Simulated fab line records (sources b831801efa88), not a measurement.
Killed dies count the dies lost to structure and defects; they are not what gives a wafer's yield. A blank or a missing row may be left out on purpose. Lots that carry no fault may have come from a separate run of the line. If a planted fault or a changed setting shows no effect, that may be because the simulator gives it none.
fab line records ; flow sky130
record: lots: 6; wafers: 18; lastDay: 50
route steps=708 shown DNWELL@39 PWDE@45 PAD_OPEN@708
lots that met no fault: taken from a fault-free run of the same line
startH: hours from the record's first day to the start of the lot's first wafer shown ; waitH: time in hours since the lot's previous step ; " identical to the entry in the row above ; L1.1+2: a single row standing in for several wafers ; - no value present, or no start provided ; * or withheld: withheld ; < > ~ a bound
route shown NAME@n: names a module that has steps shown in the file, with the first one's number in the route ; usual: mean and standard deviation over wafers with no fault ; same: alike in all rows ; chamber/n: place in a boat ; sites: readings site by site ; _std_site: standard deviation across them ; _edge_site: mean of outer sites minus mean of inner sites ; radiusMm: how far each site lies from the wafer's centre ; mask NAME#n: copy n ; behind: tool/chamber where the wafer was last shaped ; hold: the reason the lot was held/the length of the hold in hours/how it ended ; device: transistor that didn't switch, given as n, p or np ; end of line: tests run on the same wafers once the route is complete ; a step with no rows: only its recipe ; killed: at the first sort, the dies lost to defects and structure; wafer yield is something else ; map: the dies of a wafer, with x for killed, . for not killed, _ for no die there
set.NAME: the run value of the setting; set.NAME@STEP: its run value at that earlier step ; model.NAME: the simulator's own value behind a step, which no gauge read
lots seen at some steps along the route; tables by step, rows by wafer
services: a tool's chamber out of use, with start hour (startH, from the record's first day; less than 0 if before it), hours out, and reason
== steps ==
step: SKY_DNWELL_EXPOSE_04
recipe: maskId: DNM; na: 0.57; targetCdNm: 3000; doseMj: 222
step: SKY_DNWELL_PEB_05
recipe: tempC: 115; timeS: withheld
step: SKY_DNWELL_DEVELOP_06
recipe: wallAngleDeg: 90; developer: TMAH; developTimeS: 60; devTempC: 23
step: SKY_DNWELL_IMPLANT_07
recipe: species: P; energyKev: withheld; doseCm2: withheld; tiltDeg: withheld
step: SKY_DNWELL_STRIP_08
recipe: chemistry: O2/N2; powerW: 1400; pressureMtorr: 1500; platenTempC: withheld; o2FlowSccm: 3000; n2FlowSccm: 300; overashFraction: 0.5
usual: drypumpMotorCurrentA: 5.8/0.59; o2FlowSccm: 3001/7.9; oesProductAu: 0.722/0.0052; stripTimeToEndpointS: 36.95/0.093
lot.wafer;tool;chamber;startH;waitH;drypumpMotorCurrentA;o2FlowSccm;oesProductAu;rfHoursCounterH;stripTimeToEndpointS
L626.3;plasmaAsher-04;0;66.38;0.1;4.7;3005;0.719;-;37.00
L626.4;plasmaAsher-04;1;66.38;0.1;5.4;3004;0.714;-;37.02
L626.6;plasmaAsher-04;0;66.38;0.1;4.7;3015;0.726;-;36.93
L630.2;plasmaAsher-04;0;84.49;0.1;4.7;3005;0.719;26;36.88
L630.4;plasmaAsher-04;0;84.49;0.1;4.7;3009;0.717;-;37.01
L630.6;plasmaAsher-04;0;84.49;0.1;4.7;3017;0.718;-;36.88
L632.2;plasmaAsher-02;0;95.94;0.1;6.6;2999;0.723;42;36.87
L632.3;plasmaAsher-02;0;95.94;0.1;6.6;2994;0.720;-;36.87
L632.5;plasmaAsher-02;1;95.94;0.1;6.1;2983;0.724;-;36.91
L637.1;plasmaAsher-01;0;125.04;0.1;5.9;3001;0.726;45;36.81
L637.3;plasmaAsher-01;0;125.04;0.1;5.9;2998;0.723;-;36.78
L637.6;plasmaAsher-01;0;125.04;0.1;5.9;3010;0.721;-;36.91
L638.3;plasmaAsher-02;0;129.28;0.1;6.6;3003;0.715;-;36.84
L638.5;plasmaAsher-02;1;129.28;0.1;6.1;3006;0.719;-;36.93
L638.6;plasmaAsher-02;0;129.28;0.1;6.6;3002;0.719;-;36.96
L646.1;plasmaAsher-01;1;170.50;0.1;5.6;2992;0.723;49;37.05
L646.3;plasmaAsher-01;0;170.50;0.1;5.8;3007;0.727;-;37.05
L646.5;plasmaAsher-01;0;170.50;0.1;5.8;3008;0.729;-;37.03
step: SKY_DNWELL_TW_MEAS_09
usual: DNWELL_TW: 1123/7
lot.wafer;tool;chamber;startH;waitH;DNWELL_TW
L626.3;filmMetro-03;-;66.47;0.1;1129
L626.4;filmMetro-03;-;66.47;0.1;1124
L626.6;filmMetro-03;-;66.47;0.1;1124
L630.2;filmMetro-04;-;84.60;0.1;1119
L630.4;filmMetro-04;-;84.60;0.1;1118
L630.6;filmMetro-04;-;84.60;0.1;1120
L632.2;filmMetro-04;-;96.05;0.1;1122
L632.3;filmMetro-04;-;96.05;0.1;1126
L632.5;filmMetro-04;-;96.05;0.1;1126
L637.1;filmMetro-03;-;125.14;0.1;1129
L637.3;filmMetro-03;-;125.14;0.1;1130
L637.6;filmMetro-03;-;125.14;0.1;1121
L638.3;filmMetro-03;-;129.37;0.1;1120
L638.5;filmMetro-03;-;129.37;0.1;1120
L638.6;filmMetro-03;-;129.37;0.1;1122
L646.1;filmMetro-02;-;170.60;0.1;1123
L646.3;filmMetro-02;-;170.60;0.1;1128
L646.5;filmMetro-02;-;170.60;0.1;1125
step: SKY_PWDE_DEHYDRATE_00
recipe: tempC: 200; timeS: 60
step: SKY_PWDE_HMDS_01
recipe: primeTimeS: 60; primeTempC: 120
step: SKY_PWDE_COAT_02
recipe: spinRpm: 2000; resistThkNm: 3000
step: SKY_PWDE_SOFTBAKE_03
recipe: tempC: 110; timeS: withheld
step: SKY_PWDE_EXPOSE_04
recipe: maskId: PWDEM; na: 0.6; sourceShape: conventional; sigmaOuter: 0.6; polarization: unpolarized; targetCdNm: 840; doseMj: 214
step: SKY_PWDE_PEB_05
recipe: tempC: 115; timeS: withheld
step: SKY_PWDE_DEVELOP_06
recipe: wallAngleDeg: 90; developer: TMAH; developTimeS: 60; devTempC: 23
usual: developerTempC: 23.03/0.11
lot.wafer;tool;chamber;startH;waitH;developerTempC
L626.3;lithoTrack-04;0;83;-;23.00
L626.4;lithoTrack-04;0;83;-;23.00
L626.6;lithoTrack-04;0;83;-;23.02
L630.2;lithoTrack-04;0;100;-;23.34
L630.4;lithoTrack-04;0;100;-;23.25
L630.6;lithoTrack-04;0;100;-;23.31
L632.2;lithoTrack-03;0;113;-;23.00
L632.3;lithoTrack-03;0;113;-;22.95
L632.5;lithoTrack-03;0;113;-;22.99
L637.1;lithoTrack-03;0;143;-;24.08
L637.3;lithoTrack-03;0;143;-;23.86
L637.6;lithoTrack-03;0;143;-;23.96
L638.3;lithoTrack-03;0;148;-;23.87
L638.5;lithoTrack-03;0;148;-;23.95
L638.6;lithoTrack-03;0;148;-;23.86
L646.1;lithoTrack-02;0;191;-;22.99
L646.3;lithoTrack-02;0;191;-;22.92
L646.5;lithoTrack-02;0;191;-;22.98
step: SKY_PWDE_OVL_MEAS_07
usual: PWDE_OVL: 0.4/1.5
lot.wafer;tool;chamber;startH;waitH;PWDE_OVL[nm]
L626.3;overlay-01;-;83.30;-;-1.2
L626.4;overlay-01;-;83.30;-;-0.8
L626.6;overlay-01;-;83.30;-;-0.9
L630.2;overlay-01;-;100.64;-;0.6
L630.4;overlay-01;-;100.64;-;1.5
L630.6;overlay-01;-;100.64;-;0.4
L632.2;overlay-01;-;114.00;-;0.6
L632.3;overlay-01;-;114.00;-;1.6
L632.5;overlay-01;-;114.00;-;-0.1
L637.1;overlay-02;-;143.95;-;0.7
L637.3;overlay-02;-;143.95;-;1.0
L637.6;overlay-02;-;143.95;-;0.7
L638.3;overlay-01;-;148.81;-;-1.2
L638.5;overlay-01;-;148.81;-;0.1
L638.6;overlay-01;-;148.81;-;-0.3
L646.1;overlay-01;-;192.03;-;1.2
L646.3;overlay-01;-;192.03;-;0.8
L646.5;overlay-01;-;192.03;-;0.5
step: SKY_PAD_OPEN_PROBE_99
usual: killed_at_M0_to_M3: 42/7.6; killed_at_M4_up: 2.9/1.7; killedAtContacts: 24/5.1; killedAtFrontEnd: 15/4; killedAtOther: 0.2/0.38; killedDies: 84/9.9; killedOpen: 46/7.2; killedShort: 38/6.6
same: grossDies: 492; killedAtBackSide: 0
lot.wafer;tool;chamber;startH;waitH;killed_at_M0_to_M3;killed_at_M4_up;killedAtContacts;killedAtFrontEnd;killedAtOther;killedDies;killedOpen;killedShort
L626.3;prober-02;-;1091.76;0.2;39;0;31;16;0;86;44;42
L626.4;prober-02;-;1091.81;0.2;42;3;29;18;0;92;48;44
L626.6;prober-02;-;1091.91;0.2;45;1;22;15;0;83;48;35
L630.2;prober-02;-;1116.39;0.1;46;3;30;26;0;105;46;59
L630.4;prober-02;-;1116.49;0.2;36;7;32;18;0;93;50;43
L630.6;prober-02;-;1116.59;0.2;53;4;27;10;0;94;48;46
L632.2;prober-02;-;1131.11;0.1;48;5;23;12;0;88;52;36
L632.3;prober-02;-;1131.16;0.2;39;3;20;13;0;75;38;37
L632.5;prober-02;-;1131.26;0.2;44;2;15;16;0;77;46;31
L637.1;prober-01;-;1156.70;0.1;39;8;25;16;0;88;57;31
L637.3;prober-01;-;1156.80;0.2;46;8;20;8;0;82;45;37
L637.6;prober-01;-;1156.95;0.2;51;5;21;10;0;87;46;41
L638.3;prober-02;-;1158.55;0.2;51;3;25;11;1;91;51;40
L638.5;prober-02;-;1158.65;0.2;32;3;29;13;0;77;49;28
L638.6;prober-02;-;1158.70;0.2;39;1;26;13;0;79;51;28
L646.1;prober-02;-;1196.32;0.1;41;3;19;9;0;72;37;35
L646.3;prober-02;-;1196.42;0.2;40;3;28;17;0;88;46;42
L646.5;prober-02;-;1196.52;0.2;42;4;25;21;0;92;52;40
killed by level:class
L626.3 CONTACT:geometricParticle:open=10 LI_CONTACT:geometricParticle:open=8 FIELD_ISO:geometricParticle:short=7 CONTACT:geometricParticle:short=7 VIA1:geometricParticle:open=7 METAL2:geometricParticle:short=6 FIELD_ISO:geometricParticle:open=5 VIA2:geometricParticle:open=5
L626.4 LI_CONTACT:geometricParticle:open=9 VIA1:geometricParticle:short=8 CONTACT:geometricParticle:open=7 LOCAL_INTERCONNECT:geometricParticle:short=6 METAL1:geometricParticle:short=6 VIA2:geometricParticle:open=6 FIELD_ISO:geometricParticle:short=5 VIA1:geometricParticle:open=5
L626.6 CONTACT:geometricParticle:open=9 VIA1:geometricParticle:open=9 METAL2:geometricParticle:short=7 VIA3:geometricParticle:open=7 VIA2:geometricParticle:open=5 LI_CONTACT:geometricParticle:short=4 LI_CONTACT:geometricParticle:open=4 VIA2:geometricParticle:short=4
L630.2 VIA1:geometricParticle:open=11 FIELD_ISO:geometricParticle:open=9 LOCAL_INTERCONNECT:geometricParticle:short=8 VIA1:geometricParticle:short=8 FIELD_ISO:geometricParticle:short=7 CONTACT:geometricParticle:open=7 METAL2:geometricParticle:short=7 VIA3:geometricParticle:open=6
L630.4 CONTACT:geometricParticle:open=13 VIA1:geometricParticle:open=7 CONTACT:geometricParticle:short=7 VIA3:geometricParticle:open=7 FIELD_ISO:geometricParticle:short=6 VIA3:geometricParticle:short=6 VIA2:geometricParticle:open=5 METAL4:geometricParticle:short=5
L630.6 CONTACT:geometricParticle:open=13 VIA1:geometricParticle:open=11 METAL2:geometricParticle:short=9 VIA3:geometricParticle:open=7 CONTACT:geometricParticle:short=6 VIA1:geometricParticle:short=5 VIA3:geometricParticle:short=5 LI_CONTACT:geometricParticle:short=4
L632.2 CONTACT:geometricParticle:open=13 VIA1:geometricParticle:open=11 VIA2:geometricParticle:open=9 VIA3:geometricParticle:open=8 CONTACT:geometricParticle:short=7 METAL2:geometricParticle:short=6 POLY_GATE:geometricParticle:short=4 METAL4:geometricParticle:short=4
L632.3 VIA1:geometricParticle:open=12 CONTACT:geometricParticle:open=7 METAL1:geometricParticle:short=7 VIA2:geometricParticle:open=6 FIELD_ISO:geometricParticle:short=5 LI_CONTACT:geometricParticle:open=4 CONTACT:geometricParticle:short=4 VIA1:geometricParticle:short=4
L632.5 VIA1:geometricParticle:open=14 VIA3:geometricParticle:open=7 VIA2:geometricParticle:short=6 FIELD_ISO:geometricParticle:open=5 LOCAL_INTERCONNECT:geometricParticle:short=5 CONTACT:geometricParticle:open=5 VIA2:geometricParticle:open=5 POLY_GATE:geometricParticle:short=4
L637.1 CONTACT:geometricParticle:open=15 VIA1:geometricParticle:open=10 VIA3:geometricParticle:open=7 VIA2:geometricParticle:open=7 POLY_GATE:geometricParticle:short=5 METAL4:geometricParticle:short=5 LI_CONTACT:geometricParticle:open=4 METAL1:geometricParticle:short=4
L637.3 VIA3:geometricParticle:open=11 VIA1:geometricParticle:open=8 LI_CONTACT:geometricParticle:open=7 METAL1:geometricParticle:short=7 METAL4:geometricParticle:short=7 VIA2:geometricParticle:open=5 CONTACT:geometricParticle:open=5 METAL3:geometricParticle:short=4
L637.6 VIA1:geometricParticle:open=10 VIA2:geometricParticle:open=9 METAL2:geometricParticle:short=7 VIA3:geometricParticle:open=7 LI_CONTACT:geometricParticle:open=6 LOCAL_INTERCONNECT:geometricParticle:short=6 METAL1:geometricParticle:short=5 VIA2:geometricParticle:short=5
L638.3 VIA1:geometricParticle:open=11 VIA2:geometricParticle:open=10 CONTACT:geometricParticle:open=7 CONTACT:geometricParticle:short=7 LI_CONTACT:geometricParticle:open=6 METAL1:geometricParticle:short=6 VIA3:geometricParticle:open=6 LOCAL_INTERCONNECT:geometricParticle:short=5
L638.5 LI_CONTACT:geometricParticle:open=10 CONTACT:geometricParticle:open=9 VIA2:geometricParticle:open=9 POLY_GATE:geometricParticle:short=6 VIA1:geometricParticle:open=5 METAL2:geometricParticle:short=5 CONTACT:geometricParticle:short=4 POLY_GATE:geometricParticle:open=3
L638.6 LI_CONTACT:geometricParticle:open=10 VIA2:geometricParticle:open=10 CONTACT:geometricParticle:open=9 FIELD_ISO:geometricParticle:short=6 VIA1:geometricParticle:open=6 METAL1:geometricParticle:short=4 VIA1:geometricParticle:short=3 VIA3:geometricParticle:short=3
L646.1 VIA1:geometricParticle:open=8 LI_CONTACT:geometricParticle:open=7 CONTACT:geometricParticle:open=7 METAL1:geometricParticle:short=7 VIA3:geometricParticle:open=5 METAL3:geometricParticle:short=5 METAL2:geometricParticle:short=4 FIELD_ISO:geometricParticle:short=3
L646.3 CONTACT:geometricParticle:open=12 METAL2:geometricParticle:short=7 VIA1:geometricParticle:open=7 METAL1:geometricParticle:short=7 FIELD_ISO:geometricParticle:short=6 LI_CONTACT:geometricParticle:open=6 VIA3:geometricParticle:open=5 POLY_GATE:geometricParticle:short=4
L646.5 LI_CONTACT:geometricParticle:open=10 VIA1:geometricParticle:open=10 METAL2:geometricParticle:short=8 CONTACT:geometricParticle:open=7 POLY_GATE:geometricParticle:short=6 VIA2:geometricParticle:open=6 VIA3:geometricParticle:open=5 VIA1:geometricParticle:short=5
== services ==
tool;chamber;startH;hours;kind
plasmaAsher-01;-;127.37;2.8;pm
plasmaAsher-01;-;178.17;14.6;pm
== key ==
firstSign: step: SKY_PWDE_DEVELOP_06; reading: developerTempC; direction: up; sigmas: 8.4; usual: *; struck: *
effect none on later readings
metAt SKY_PWDE_DEVELOP_06
struckWafers L637.1,L637.3,L637.6,L638.3,L638.5,L638.6
testerLeftOut L637,L638
onsetBetween 113 143
fault: kind: processParameterDrift; tool: lithoTrack-03; chamber: -; onsetH: 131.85; steps: SKY_PWDE_DEVELOP_06; channel: devTempC; offset: *; shape: step; endH: 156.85; actsIn: *; stated: *
testerLeftOut: of these lots the tester's yield and bins aren't shown, on N5 and GAA mostly nor the transistor test; their killed dies are dies lost to structure and defects alone, not to doping, threshold or leakage, so they don't give the yield
